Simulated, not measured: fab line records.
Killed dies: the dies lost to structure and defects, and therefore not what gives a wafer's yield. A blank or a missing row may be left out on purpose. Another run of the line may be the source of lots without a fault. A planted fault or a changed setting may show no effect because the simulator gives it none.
Comparing a struck lot with a sound one + flow sfq line + 21 out of 325 route steps
Sound: the wafers L832.3, L832.4, L832.6. Wafers L834.1, L834.2, L834.5 were the ones struck. The cause is given at the end.
For every step that has rows: the tool of each side, followed by ch and its chambers, followed by its first start. Under that, the readings that differ: sound wafers + struck wafers + difference of the means + sigmas: that difference in standard deviations of wafers without a fault.
alike: words and numbers the same on both sides, and readings whose means are apart by under 2 such deviations; not compared: readings that were withheld, readings missing a value for some wafer, numbers with overlapping values and no deviation given by the record, and bounds like >300 which may hide the same value.
Wherever a step has rows on one side only, a row that says differs or no value, or a row with sigmas, the two part there. Numbers that don't overlap but have no deviation are shown without sigmas and don't part them. A reading missing from all wafers of one side parts the sides only when that side holds two or more wafers.

first, 2 steps without rows for these wafers: SFQ_TRILAYER_I4_VIA_BARC_OPEN_VIA_ETCH_146 (etches BARC in O2, target depth 125 nm, time 41.7 s); SFQ_TRILAYER_I4_VIA_ETCH_VIA_ETCH_106 (etches SiO2 in CHF3, stops on Nb, target depth 260 nm).
SFQ_TRILAYER_I4_VIA_STRIP_STRIP_107: strips in O2.
  sound on rie metal-01 ch 0,1, day 55 12:44; struck on rie metal-01 ch 0,1, day 56 01:44
  alike: drypump motor current A, oes product au
  not compared: rf hours counter h
then, 3 steps without rows for these wafers: SFQ_TRILAYER_I4_VIA_STRIP_SOLV_CLEAN_108 (cleans in NMP, time 600 s); SFQ_TRILAYER_JJ_TRILAYER_DEP_PRE_CLEAN_113 (time 22.5 s); SFQ_TRILAYER_JJ_TRILAYER_DEP_SPUTTER_109 (material Nb, target thk 150 nm, time 100 s).
SFQ_TRILAYER_JJ_TRILAYER_DEP_SPUTTER_110: material Al, target thk 8 nm, time 10 s.
  sound on pvd sputter-03 at day 55 13:25; struck on pvd sputter-04 at day 56 02:37
  alike: throttle valve pct
then, 1 step without rows for these wafers: SFQ_TRILAYER_JJ_TRILAYER_DEP_AL_OXIDATION_111 (oxidation time 600 s).
SFQ_TRILAYER_JJ_TRILAYER_DEP_SPUTTER_112: material Nb, target thk 170 nm, time 113.3 s.
  sound on pvd sputter-03 at day 55 14:26; struck on pvd sputter-04 at day 56 03:47
  alike: throttle valve pct
SFQ_JJ_RS_MEAS_929: measurement is done with a four-point probe.
  sound on film metro-02 at day 55 14:34; struck on film metro-02 at day 56 03:52
  alike: JJ_NB_RS
then, 1 step without rows for these wafers: SFQ_TRILAYER_JJ_CE_LITHO_COAT_119 (resist thk 62 nm).
SFQ_TRILAYER_JJ_CE_LITHO_COAT_114: resist thk 600 nm.
  sound on litho track-04 ch 0, day 55 15:06; struck on litho track-01 ch 0, day 56 04:20
| reading                                                | sound                | struck               | difference | sigmas |
|--------------------------------------------------------|----------------------|----------------------|------------|--------|
| spin speed rpm (rpm)                                   | 3001.6 3000.5 3003.6 | 2931.7 2931.9 2932.5 | -69.9      | -37    |
| model.KrF_of_TRILAYER_JJ_CE_LITHO_COAT_114.thk nm (nm) | 600.9 598.7 599.8    | 606.4 607.2 606.7    | +7.0       |        |
  alike: resist line temp C
then, 4 steps without rows for these wafers: SFQ_TRILAYER_JJ_CE_LITHO_SOFTBAKE_118; SFQ_TRILAYER_JJ_CE_LITHO_EXPOSE_115 (exposes mask J5, target cd 700 nm); SFQ_TRILAYER_JJ_CE_LITHO_PEB_117 (peb time 60 s); SFQ_TRILAYER_JJ_CE_LITHO_DEVELOP_116 (time 60 s).
SFQ_JJ_OVL_MEAS_931:
  sound on overlay-01 at day 55 18:09; struck on overlay-02 at day 57 01:19
  alike: J5_OVL
SFQ_TRILAYER_JJ_CE_METRO_MEASURE_117:
  sound on cd sem-02 at day 55 18:34; struck on cd sem-02 at day 57 01:21
  alike: cd nm
SFQ_TRILAYER_JJ_CE_BARC_OPEN_RIE_150: chemistry O2, target BARC, target depth 240 nm, time 80 s.
  sound on rie metal-03 ch 0,1, day 55 19:24; struck on rie metal-03 ch 0,1, day 57 02:33
  alike: drypump motor current A, oes product au
  not compared: rf hours counter h
SFQ_TRILAYER_JJ_CE_ETCH_RIE_118: chemistry SF6, target Nb, stops on Al2O3, time 97.7 s, target depth 170 nm.
  sound on rie metal-03 ch 0,1, day 55 19:30; struck on rie metal-03 ch 0,1, day 57 02:38
| reading                                                | sound             | struck            | difference | sigmas |
|--------------------------------------------------------|-------------------|-------------------|------------|--------|
| model.KrF_of_TRILAYER_JJ_CE_LITHO_COAT_114.thk nm (nm) | 477.6 474.8 475.9 | 484.3 484.2 483.9 | +8.0       |        |
  alike: drypump motor current A, oes product au
  not compared: rf hours counter h
next, for these wafers, 1 step has no rows: SFQ_TRILAYER_JJ_ANODIZE_ANODIZE_119.

## WHERE THEY PART
Only at SFQ_TRILAYER_JJ_CE_LITHO_COAT_114, within this record. Later steps at which nothing parts them and some readings are alike: SFQ_JJ_OVL_MEAS_931, SFQ_TRILAYER_JJ_CE_METRO_MEASURE_117, SFQ_TRILAYER_JJ_CE_BARC_OPEN_RIE_150, SFQ_TRILAYER_JJ_CE_ETCH_RIE_118.

WHY: what had been put in by the simulator
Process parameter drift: litho track-01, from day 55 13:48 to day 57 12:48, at SFQ_TRILAYER_JJ_CE_LITHO_COAT_114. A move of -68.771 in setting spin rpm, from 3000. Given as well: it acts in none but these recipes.
